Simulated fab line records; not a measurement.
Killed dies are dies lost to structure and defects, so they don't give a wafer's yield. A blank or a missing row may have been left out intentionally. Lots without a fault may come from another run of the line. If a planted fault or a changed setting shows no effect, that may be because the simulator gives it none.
fab line records | flow sky130
record: lots: 7 | wafers: 21 | last-day: 50
route steps=708 shown VIA1@467 PAD_OPEN@708
lots with no fault: from the same line, run without faults
start-h: hours from the record's first day to the start of the lot's first wafer shown | wait-h: hours since the lot's step before | " the same as in the row above | L1.1+2: a row that stands for several wafers | - either no value or no given start | * or withheld: withheld | < > ~ a bound
route shown NAME@n: names a module that has steps shown in the file, with the first one's number in the route | usual: mean/standard deviation taken from wafers without a fault | same: alike in all rows | chamber/n: place in a boat | sites: per-site readings | _std_site: the standard deviation of these | _edge_site: outer sites' mean less inner sites' | radius-mm: how far each site lies from the wafer's centre | mask NAME#n: copy n | behind: the tool/chamber that last shaped the wafer | hold: what put the lot on hold/how long, in hours/how the hold closed | device: which transistor (n, p or np) failed to switch | end of line: tests of these same wafers at the route's end | a step with no rows: only its recipe | killed: count of dies lost to structure and defects at first sort (not the wafer's yield) | map: shows each die of a wafer: x if killed, . if not, _ if none is there
set.NAME: the setting the step ran with; set.NAME@STEP: the setting that earlier step ran with | model.NAME: the simulator's own value behind a step, which no gauge read
a table for each step, a row for each wafer; lots at some steps of the route
services: a tool's chamber out of use, with start hour (start-h, from the record's first day; less than 0 if before it), hours out, and reason
== steps ==
step: SKY_VIA1_EXPOSE_09
recipe: mask-id: VIM | na: 0.8 | source-shape: annular | sigma-inner: 0.55 | sigma-outer: 0.85 | target-cd-nm: 150 | dose-mj: 38
step: SKY_VIA1_PEB_10
recipe: peb-temp-c: withheld | peb-time-s: withheld | resist: KrF-thick
step: SKY_VIA1_DEVELOP_11
recipe: develop-time-s: 60 | resist: KrF-thick | dev-temp-c: 21
step: SKY_VIA1_CD_MEAS_12
recipe: target-cd-nm: 150
usual: cd-nm: 150.5/1.8
lot.wafer | tool      | chamber | start-h | wait-h | cd-nm
L381.2    | cd-sem-01 | -       | 842.59  | -      | 148.5
L381.4    | "         | -       | "       | "      | 151.2
L381.6    | "         | -       | "       | "      | 150.3
L385.1    | cd-sem-01 | -       | 867.48  | -      | 147.9
L385.4    | "         | -       | "       | "      | 147.4
L385.5    | "         | -       | "       | "      | 148.5
L386.1    | cd-sem-02 | -       | 877.63  | -      | 151.1
L386.5    | "         | -       | "       | "      | 152.6
L386.6    | "         | -       | "       | "      | 151.2
L387.1    | cd-sem-02 | -       | 881.03  | -      | 150.0
L387.5    | "         | -       | "       | "      | 152.6
L387.6    | "         | -       | "       | "      | 149.9
L394.1    | cd-sem-01 | -       | 931.38  | -      | 152.6
L394.3    | "         | -       | "       | "      | 153.8
L394.6    | "         | -       | "       | "      | 153.9
L397.2    | cd-sem-02 | -       | 956.21  | -      | 153.3
L397.3    | "         | -       | "       | "      | 153.1
L397.5    | "         | -       | "       | "      | 152.6
L398.2    | cd-sem-01 | -       | 958.49  | -      | 153.8
L398.3    | "         | -       | "       | "      | 153.5
L398.5    | "         | -       | "       | "      | 152.8
step: SKY_VIA1_OVL_MEAS_13
usual: VIA1_OVL: -1/5
lot.wafer | tool       | chamber | start-h | wait-h | VIA1_OVL[nm]
L381.2    | overlay-02 | -       | 842.69  | 0.1    | 4
L381.4    | "          | -       | "       | "      | 2
L381.6    | "          | -       | "       | "      | -1
L385.1    | overlay-01 | -       | 867.60  | 0.1    | 3
L385.4    | "          | -       | "       | "      | -1
L385.5    | "          | -       | "       | "      | 10
L386.1    | overlay-02 | -       | 877.75  | 0.1    | 2
L386.5    | "          | -       | "       | "      | -1
L386.6    | "          | -       | "       | "      | -3
L387.1    | overlay-02 | -       | 881.15  | 0.1    | 8
L387.5    | "          | -       | "       | "      | 7
L387.6    | "          | -       | "       | "      | 3
L394.1    | overlay-02 | -       | 931.50  | 0.1    | -8
L394.3    | "          | -       | "       | "      | -3
L394.6    | "          | -       | "       | "      | 1
L397.2    | overlay-02 | -       | 956.32  | 0.1    | -1
L397.3    | "          | -       | "       | "      | -9
L397.5    | "          | -       | "       | "      | -1
L398.2    | overlay-02 | -       | 958.59  | 0.1    | 3
L398.3    | "          | -       | "       | "      | 10
L398.5    | "          | -       | "       | "      | 8
step: SKY_VIA1_ETCH_14
recipe: chemistry: N2/H2 | target: BARC | ion-energy-ev: 200 | source-w: 500 | bias-w: 100 | pressure-mtorr: 30 | n2-flow-sccm: 100 | h2-flow-sccm: 200 | stop-on: SiO2 | time-s: 45.9 | target-depth-a: 600
usual: bias-w: 99.96/0.29 | drypump-motor-current-A: 6.1/0.46 | oes-product-au: 0.855/0.0048 | rf-fwd-power-W: 495.8/1.8 | throttle-valve-pct: 13.225/0.009
lot.wafer | tool        | chamber | start-h | wait-h | bias-w | drypump-motor-current-A | oes-product-au | rf-fwd-power-W | rf-hours-counter-h | throttle-valve-pct
L381.2    | rie-diel-04 | 2       | 842.72  | 0.0    | 99.86  | 5.5                     | 0.846          | 494.9          | 0                  | 13.215
L381.4    | "           | 3       | "       | "      | 99.88  | 6.6                     | 0.853          | 494.6          | 6                  | 13.220
L381.6    | "           | 0       | "       | "      | 99.88  | 6.4                     | 0.854          | 494.3          | -                  | 13.226
L385.1    | rie-diel-02 | 2       | 867.64  | 0.0    | 99.70  | 6.0                     | 0.848          | 499.2          | 21                 | 13.231
L385.4    | "           | 3       | "       | "      | 99.97  | 6.1                     | 0.848          | 497.1          | 5                  | 13.224
L385.5    | "           | 0       | "       | "      | 100.28 | 6.0                     | 0.857          | 495.6          | -                  | 13.224
L386.1    | rie-diel-02 | 0       | 877.79  | 0.0    | 100.06 | 6.0                     | 0.858          | 494.8          | 4                  | 13.230
L386.5    | "           | 3       | "       | "      | 99.84  | 6.1                     | 0.857          | 497.7          | -                  | 13.222
L386.6    | "           | 0       | "       | "      | 99.74  | 6.0                     | 0.851          | 494.9          | -                  | 13.216
L387.1    | rie-diel-01 | 0       | 881.19  | 0.0    | 100.01 | 6.2                     | 0.854          | 492.9          | 0                  | 13.229
L387.5    | "           | 0       | "       | "      | 100.40 | 6.3                     | 0.859          | 494.7          | -                  | 13.226
L387.6    | "           | 3       | "       | "      | 100.20 | 6.4                     | 0.854          | 494.5          | -                  | 13.205
L394.1    | rie-diel-04 | 1       | 931.54  | 0.0    | 99.89  | 6.7                     | 0.858          | 497.5          | 2                  | 13.228
L394.3    | "           | 2       | "       | "      | 100.14 | 5.6                     | 0.852          | 496.1          | 3                  | 13.222
L394.6    | "           | 1       | "       | "      | 99.52  | 6.7                     | 0.864          | 497.1          | -                  | 13.223
L397.2    | rie-diel-04 | 1       | 956.35  | 0.0    | 100.35 | 6.7                     | 0.861          | 498.0          | 2                  | 13.207
L397.3    | "           | 2       | "       | "      | 100.14 | 5.5                     | 0.851          | 497.4          | 4                  | 13.223
L397.5    | "           | 1       | "       | "      | 99.85  | 6.7                     | 0.853          | 496.1          | -                  | 13.227
L398.2    | rie-diel-04 | 1       | 958.62  | 0.0    | 99.67  | 6.8                     | 0.859          | 495.7          | 3                  | 13.229
L398.3    | "           | 3       | "       | "      | 99.72  | 6.7                     | 0.854          | 496.2          | 10                 | 13.230
L398.5    | "           | 0       | "       | "      | 99.81  | 6.4                     | 0.856          | 494.7          | -                  | 13.217
step: SKY_VIA1_ETCH_15
recipe: target: SiO2 | chemistry: C4F8/O2/Ar | target-depth-nm: 351 | stop-on: TiN | mask-material: KrF-thick | source-w: 1500 | bias-w: 1200 | pressure-mtorr: 40 | c4f8-flow-sccm: withheld | O2_flow_sccm: 6 | Ar_flow_sccm: 300 | time-s: 54
usual: bias-w: 1200/3.9 | oes-product-au: 0.981/0.0052 | rf-fwd-power-W: 1488/5.2
lot.wafer | tool        | chamber | start-h | wait-h | bias-w | oes-product-au | rf-fwd-power-W | rf-hours-counter-h
L381.2    | rie-diel-04 | 2       | 842.76  | 0.0    | 1197   | 0.980          | 1487           | 0
L381.4    | "           | 3       | "       | "      | 1199   | 0.977          | 1485           | 6
L381.6    | "           | 0       | "       | "      | 1205   | 0.982          | 1489           | -
L385.1    | rie-diel-02 | 2       | 867.68  | 0.0    | 1198   | 0.988          | 1490           | 21
L385.4    | "           | 3       | "       | "      | 1205   | 0.993          | 1492           | 5
L385.5    | "           | 0       | "       | "      | 1204   | 0.984          | 1488           | -
L386.1    | rie-diel-02 | 0       | 877.83  | 0.0    | 1204   | 0.986          | 1482           | 4
L386.5    | "           | 3       | "       | "      | 1199   | 0.982          | 1490           | -
L386.6    | "           | 0       | "       | "      | 1200   | 0.985          | 1484           | -
L387.1    | rie-diel-01 | 0       | 881.23  | 0.0    | 1202   | 0.986          | 1477           | 0
L387.5    | "           | 0       | "       | "      | 1200   | 0.980          | 1482           | -
L387.6    | "           | 3       | "       | "      | 1204   | 0.986          | 1492           | -
L394.1    | rie-diel-04 | 1       | 931.58  | 0.0    | 1191   | 0.979          | 1488           | 2
L394.3    | "           | 2       | "       | "      | 1204   | 0.982          | 1484           | 3
L394.6    | "           | 1       | "       | "      | 1195   | 0.988          | 1492           | -
L397.2    | rie-diel-04 | 1       | 956.39  | 0.0    | 1195   | 0.980          | 1493           | 2
L397.3    | "           | 2       | "       | "      | 1193   | 0.987          | 1492           | 4
L397.5    | "           | 1       | "       | "      | 1200   | 0.981          | 1489           | -
L398.2    | rie-diel-04 | 1       | 958.66  | 0.0    | 1201   | 0.991          | 1484           | 3
L398.3    | "           | 3       | "       | "      | 1200   | 0.974          | 1488           | 10
L398.5    | "           | 0       | "       | "      | 1197   | 0.977          | 1488           | -
step: SKY_VIA1_STRIP_16
recipe: chemistry: O2/N2 | power-w: 1400 | pressure-mtorr: 1500 | platen-temp-c: withheld | o2-flow-sccm: 3000 | n2-flow-sccm: 300 | overash-fraction: 0.5
usual: drypump-motor-current-A: 5.8/0.65 | oes-product-au: 0.415/0.0047 | strip-time-to-endpoint-s: 4.457/0.024
lot.wafer | tool            | chamber | start-h | wait-h | drypump-motor-current-A | oes-product-au | rf-hours-counter-h | strip-time-to-endpoint-s
L381.2    | plasma-asher-03 | 0       | 842.81  | 0.0    | 6.7                     | 0.419          | 68                 | 4.510
L381.4    | "               | 1       | "       | "      | 5.9                     | 0.420          | -                  | 4.488
L381.6    | "               | 1       | "       | "      | 5.9                     | 0.422          | -                  | 4.487
L385.1    | plasma-asher-03 | 1       | 867.72  | 0.0    | 5.9                     | 0.416          | 70                 | 4.425
L385.4    | "               | 0       | "       | "      | 6.7                     | 0.416          | -                  | 4.452
L385.5    | "               | 0       | "       | "      | 6.7                     | 0.415          | -                  | 4.485
L386.1    | plasma-asher-04 | 1       | 877.87  | 0.0    | 5.3                     | 0.413          | 105                | 4.472
L386.5    | "               | 1       | "       | "      | 5.3                     | 0.408          | -                  | 4.438
L386.6    | "               | 0       | "       | "      | 5.0                     | 0.421          | -                  | 4.463
L387.1    | plasma-asher-04 | 1       | 881.27  | 0.0    | 5.3                     | 0.411          | 106                | 4.473
L387.5    | "               | 0       | "       | "      | 5.0                     | 0.417          | -                  | 4.473
L387.6    | "               | 1       | "       | "      | 5.3                     | 0.424          | -                  | 4.444
L394.1    | plasma-asher-03 | 0       | 931.63  | 0.0    | 6.7                     | 0.415          | 77                 | 4.453
L394.3    | "               | 1       | "       | "      | 5.9                     | 0.417          | -                  | 4.463
L394.6    | "               | 1       | "       | "      | 5.9                     | 0.413          | -                  | 4.444
L397.2    | plasma-asher-04 | 1       | 956.44  | 0.0    | 5.3                     | 0.418          | 113                | 4.421
L397.3    | "               | 0       | "       | "      | 5.0                     | 0.415          | -                  | 4.435
L397.5    | "               | 1       | "       | "      | 5.3                     | 0.410          | -                  | 4.434
L398.2    | plasma-asher-04 | 0       | 958.71  | 0.0    | 5.0                     | 0.421          | 113                | 4.454
L398.3    | "               | 1       | "       | "      | 5.3                     | 0.414          | -                  | 4.443
L398.5    | "               | 1       | "       | "      | 5.3                     | 0.416          | -                  | 4.478
step: SKY_VIA1_STRIP_17
recipe: chemistry: post-etch-residue-remover | time-s: 1200 | temp-c: 72.5
step: SKY_VIA1_CLEAN_18
recipe: chemistry: IPA | time-s: 180 | temp-c: 25
step: SKY_VIA1_CLEAN_19
recipe: chemistry: O3/DIW | dry: n2-spin
step: SKY_VIA1_SPUTTER_20
recipe: material: TiN | target-thk-nm: 20 | chamber-pressure-pa: 5 | power-w: 4000 | time-s: 80
usual: throttle-valve-pct: 29.8/0.9
lot.wafer | tool           | chamber | start-h | wait-h | throttle-valve-pct
L381.2    | pvd-sputter-02 | -       | 843.48  | 0.0    | 30.3
L381.4    | "              | -       | "       | "      | 31.4
L381.6    | "              | -       | "       | "      | 29.2
L385.1    | pvd-sputter-02 | -       | 868.32  | 0.0    | 31.0
L385.4    | "              | -       | "       | "      | 28.9
L385.5    | "              | -       | "       | "      | 30.7
L386.1    | pvd-sputter-04 | -       | 878.47  | 0.0    | 28.7
L386.5    | "              | -       | "       | "      | 28.8
L386.6    | "              | -       | "       | "      | 29.1
L387.1    | pvd-sputter-04 | -       | 881.90  | 0.0    | 30.6
L387.5    | "              | -       | "       | "      | 29.2
L387.6    | "              | -       | "       | "      | 28.8
L394.1    | pvd-sputter-04 | -       | 932.26  | 0.0    | 28.7
L394.3    | "              | -       | "       | "      | 29.6
L394.6    | "              | -       | "       | "      | 29.5
L397.2    | pvd-sputter-01 | -       | 957.03  | 0.0    | 31.0
L397.3    | "              | -       | "       | "      | 29.7
L397.5    | "              | -       | "       | "      | 30.0
L398.2    | pvd-sputter-01 | -       | 959.31  | 0.0    | 30.0
L398.3    | "              | -       | "       | "      | 29.0
L398.5    | "              | -       | "       | "      | 29.9
step: SKY_VIA1_CVD_21
recipe: material: W | target-thk-nm: 270 | time-s: 80.902 | temp-c: 400 | pressure-torr: 40
usual: heater-power-w: 908/94
lot.wafer | tool     | chamber | start-h | wait-h | heater-power-w | model.W_of_VIA1_CVD_21.thk-nm
L381.2    | cvd-w-01 | 0       | 843.54  | 0.0    | 908            | 272.4
L381.4    | "        | 0       | "       | "      | 907            | 270.5
L381.6    | "        | 0       | "       | "      | 925            | 272.9
L385.1    | cvd-w-01 | 0       | 868.38  | 0.0    | 923            | 258.9
L385.4    | "        | 1       | "       | "      | 990            | 267.1
L385.5    | "        | 0       | "       | "      | 958            | 265.5
L386.1    | cvd-w-01 | 0       | 878.53  | 0.0    | 920            | 260.5
L386.5    | "        | 0       | "       | "      | 904            | 266.9
L386.6    | "        | 1       | "       | "      | 979            | 254.9
L387.1    | cvd-w-01 | 0       | 881.96  | 0.0    | 923            | 259.4
L387.5    | "        | 0       | "       | "      | 915            | 270.2
L387.6    | "        | 1       | "       | "      | 1002           | 261.8
L394.1    | cvd-w-02 | 0       | 932.32  | 0.0    | 848            | 267.4
L394.3    | "        | 1       | "       | "      | 722            | 265.4
L394.6    | "        | 0       | "       | "      | 852            | 265.1
L397.2    | cvd-w-01 | 1       | 957.10  | 0.0    | 1028           | 265.9
L397.3    | "        | 0       | "       | "      | 914            | 267.1
L397.5    | "        | 0       | "       | "      | 954            | 267.7
L398.2    | cvd-w-01 | 0       | 959.37  | 0.0    | 931            | 266.6
L398.3    | "        | 0       | "       | "      | 900            | 266.5
L398.5    | "        | 0       | "       | "      | 892            | 267.9
step: SKY_VIA1_RS_MEAS_22
recipe: thk-meas-gauge: four-point-probe | reads: W_of_VIA1_CVD_21+TiN_of_VIA1_SPUTTER_20
usual: VIA1_W_RS: 0.430/0.0046
lot.wafer | tool          | chamber | start-h | wait-h | VIA1_W_RS[ohm/sq]
L381.2    | film-metro-03 | -       | 843.65  | 0.1    | 0.423
L381.4    | "             | -       | "       | "      | 0.426
L381.6    | "             | -       | "       | "      | 0.422
L385.1    | film-metro-03 | -       | 868.47  | 0.1    | 0.446
L385.4    | "             | -       | "       | "      | 0.432
L385.5    | "             | -       | "       | "      | 0.435
L386.1    | film-metro-04 | -       | 878.62  | 0.1    | 0.444
L386.5    | "             | -       | "       | "      | 0.433
L386.6    | "             | -       | "       | "      | 0.453
L387.1    | film-metro-01 | -       | 882.05  | 0.1    | 0.444
L387.5    | "             | -       | "       | "      | 0.428
L387.6    | "             | -       | "       | "      | 0.440
L394.1    | film-metro-01 | -       | 932.42  | 0.1    | 0.432
L394.3    | "             | -       | "       | "      | 0.434
L394.6    | "             | -       | "       | "      | 0.435
L397.2    | film-metro-04 | -       | 957.21  | 0.1    | 0.434
L397.3    | "             | -       | "       | "      | 0.432
L397.5    | "             | -       | "       | "      | 0.431
L398.2    | film-metro-04 | -       | 959.48  | 0.1    | 0.432
L398.3    | "             | -       | "       | "      | 0.432
L398.5    | "             | -       | "       | "      | 0.430
step: SKY_VIA1_THK_MEAS_23
recipe: thk-meas-gauge: xrf | reads: W_of_VIA1_CVD_21
usual: VIA1_W_THK: 266/3.4
lot.wafer | tool          | chamber | start-h | wait-h | VIA1_W_THK[nm]
L381.2    | film-metro-03 | -       | 843.76  | 0.1    | 275
L381.4    | "             | -       | "       | "      | 270
L381.6    | "             | -       | "       | "      | 274
L385.1    | film-metro-03 | -       | 868.59  | 0.1    | 257
L385.4    | "             | -       | "       | "      | 263
L385.5    | "             | -       | "       | "      | 265
L386.1    | film-metro-04 | -       | 878.74  | 0.1    | 260
L386.5    | "             | -       | "       | "      | 268
L386.6    | "             | -       | "       | "      | 255
L387.1    | film-metro-01 | -       | 882.17  | 0.1    | 260
L387.5    | "             | -       | "       | "      | 268
L387.6    | "             | -       | "       | "      | 261
L394.1    | film-metro-01 | -       | 932.54  | 0.1    | 264
L394.3    | "             | -       | "       | "      | 263
L394.6    | "             | -       | "       | "      | 261
L397.2    | film-metro-04 | -       | 957.32  | 0.1    | 267
L397.3    | "             | -       | "       | "      | 266
L397.5    | "             | -       | "       | "      | 268
L398.2    | film-metro-04 | -       | 959.59  | 0.1    | 266
L398.3    | "             | -       | "       | "      | 266
L398.5    | "             | -       | "       | "      | 268
step: SKY_PAD_OPEN_PROBE_99
usual: defect-limited-yield: 82.8/2 | killed_at_M0_to_M3: 42/7.3 | killed_at_M4_up: 3.2/1.8 | killed-at-contacts: 25/5.2 | killed-at-front-end: 15/4.6 | killed-at-other: 0.3/0.62 | killed-dies: 85/9.9 | killed-open: 46/7.1 | killed-short: 38/5.7 | sort_bin_3_pad_short: 0.9/0.42 | sort_bin_5_function: 10.0/1.5 | sort_bin_6_memory: 6.3/1.2 | sort-n-pass: 407/9.9 | sort-yield-pct: 82.8/2
same: gross-dies: 492 | killed-at-back-side: 0 | sort_bin_4_leakage[%]: 0 | sort_bin_8_speed[%]: 0
lot.wafer | tool      | chamber | start-h | wait-h | defect-limited-yield[%] | killed_at_M0_to_M3 | killed_at_M4_up | killed-at-contacts | killed-at-front-end | killed-at-other | killed-dies | killed-open | killed-short | sort_bin_3_pad_short[%] | sort_bin_5_function[%] | sort_bin_6_memory[%] | sort-n-pass | sort-yield-pct[%]
L381.2    | prober-02 | -       | 1115.94 | 0.1    | 84.1                    | 44                 | 0               | 22                 | 11                  | 1               | 78          | 43          | 35           | 0.6                     | 9.8                    | 5.5                  | 414         | 84.1
L381.4    | prober-02 | -       | 1116.04 | 0.2    | 82.9                    | 35                 | 5               | 31                 | 13                  | 0               | 84          | 38          | 46           | 1.4                     | 8.9                    | 6.7                  | 408         | 82.9
L381.6    | prober-02 | -       | 1116.14 | 0.2    | 80.3                    | 40                 | 0               | 34                 | 23                  | 0               | 97          | 51          | 46           | 1.0                     | 12.4                   | 6.3                  | 395         | 80.3
L385.1    | prober-02 | -       | 1133.46 | 0.1    | 81.3                    | 49                 | 2               | 31                 | 8                   | 2               | 92          | 48          | 44           | 1.2                     | 11.0                   | 6.5                  | 400         | 81.3
L385.4    | prober-02 | -       | 1133.61 | 0.2    | 80.5                    | 43                 | 4               | 33                 | 16                  | 0               | 96          | 50          | 46           | 1.0                     | 11.8                   | 6.7                  | 396         | 80.5
L385.5    | prober-02 | -       | 1133.66 | 0.2    | 83.9                    | 46                 | 3               | 21                 | 9                   | 0               | 79          | 47          | 32           | 0.8                     | 10.2                   | 5.1                  | 413         | 83.9
killed by level:class
L381.2 VIA1:geometric-particle:open=12 CONTACT:geometric-particle:short=8 VIA2:geometric-particle:open=7 CONTACT:geometric-particle:open=5 LI_CONTACT:geometric-particle:open=4 METAL2:geometric-particle:short=4 METAL3:geometric-particle:short=4 FIELD_ISO:geometric-particle:open=3
L381.4 CONTACT:geometric-particle:open=13 VIA1:geometric-particle:short=9 VIA1:geometric-particle:open=7 CONTACT:geometric-particle:short=6 LOCAL_INTERCONNECT:geometric-particle:short=5 VIA2:geometric-particle:open=5 FIELD_ISO:geometric-particle:short=4 LI_CONTACT:geometric-particle:short=4
L381.6 LI_CONTACT:geometric-particle:open=12 CONTACT:geometric-particle:open=9 METAL1:geometric-particle:short=9 FIELD_ISO:geometric-particle:short=8 VIA1:geometric-particle:open=8 VIA2:geometric-particle:open=6 LOCAL_INTERCONNECT:geometric-particle:short=5 CONTACT:geometric-particle:short=5
L385.1 VIA1:geometric-particle:open=15 CONTACT:geometric-particle:open=8 CONTACT:geometric-particle:short=8 LI_CONTACT:geometric-particle:open=7 VIA2:geometric-particle:open=7 METAL2:geometric-particle:short=6 VIA3:geometric-particle:open=4 METAL1:geometric-particle:short=4
L385.4 CONTACT:geometric-particle:open=12 LI_CONTACT:geometric-particle:open=8 LOCAL_INTERCONNECT:geometric-particle:short=8 METAL1:geometric-particle:short=8 VIA1:geometric-particle:open=7 VIA3:geometric-particle:open=6 METAL2:geometric-particle:short=5 POLY_GATE:geometric-particle:open=4
L385.5 VIA1:geometric-particle:open=13 VIA1:geometric-particle:short=10 VIA2:geometric-particle:open=8 LI_CONTACT:geometric-particle:open=7 CONTACT:geometric-particle:open=7 FIELD_ISO:geometric-particle:open=6 CONTACT:geometric-particle:short=5 METAL2:geometric-particle:short=4
== services ==
tool            | chamber | start-h | hours | kind
rie-diel-02     | 1       | 838.07  | 10.5  | repair
rie-diel-01     | 0       | 838.88  | 2.8   | repair
rie-diel-01     | 0       | 841.72  | -     | clean
rie-diel-01     | 0       | 841.72  | 24.1  | scheduled-down
rie-diel-01     | 0       | 841.72  | 24.1  | vent-cycle
rie-diel-04     | 3       | 854.77  | 7.2   | repair
rie-diel-04     | 1       | 864.75  | -     | clean
rie-diel-04     | 1       | 864.75  | 12.9  | scheduled-down
rie-diel-04     | 1       | 864.75  | 12.9  | vent-cycle
cvd-w-02        | 1       | 878.18  | 4.8   | repair
pvd-sputter-02  | -       | 880.44  | 0.7   | repair
rie-diel-01     | 3       | 898.44  | 33.1  | repair
cvd-w-02        | -       | 904.12  | 14.0  | pm
rie-diel-04     | -       | 905.35  | 0.6   | repair
cvd-w-01        | -       | 905.72  | 0.9   | repair
cvd-w-01        | 0       | 908.10  | 5.6   | repair
pvd-sputter-01  | -       | 910.63  | 2.9   | repair
pvd-sputter-01  | -       | 912.49  | 22.8  | repair
rie-diel-01     | 2       | 936.08  | 7.8   | repair
rie-diel-04     | -       | 936.89  | 0.9   | repair
plasma-asher-04 | -       | 939.21  | 2.8   | pm
rie-diel-02     | 1       | 944.17  | 4.7   | repair
rie-diel-02     | 1       | 949.62  | 13.7  | repair
rie-diel-02     | 3       | 950.87  | 4.8   | repair
== key ==
first-sign: step: SKY_VIA1_RS_MEAS_22 | reading: VIA1_W_RS | direction: up | sigmas: 3.5 | usual: 0.430 | struck: 0.445
effect: step: SKY_VIA1_THK_MEAS_23 | reading: VIA1_W_THK | direction: down | sigmas: 2.2 | usual: 266 | struck: 259
model-effect: step: SKY_VIA1_CVD_21 | value: W_of_VIA1_CVD_21.thk-nm | without: 267.1 | struck: 259.1
met-at SKY_VIA1_CVD_21
struck-wafers L385.1,L386.1,L386.6,L387.1,L387.6
onset-between 843.54 868.38
fault: kind: process-parameter-drift | tool: cvd-w-01 | chamber: - | onset-h: 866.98 | steps: SKY_VIA1_CVD_21 | channel: target-thk-nm | offset: -8.0749 | shape: step | end-h: 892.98 | scope: struck-wafers-only | acts-in: these-recipes-only | stated: 270
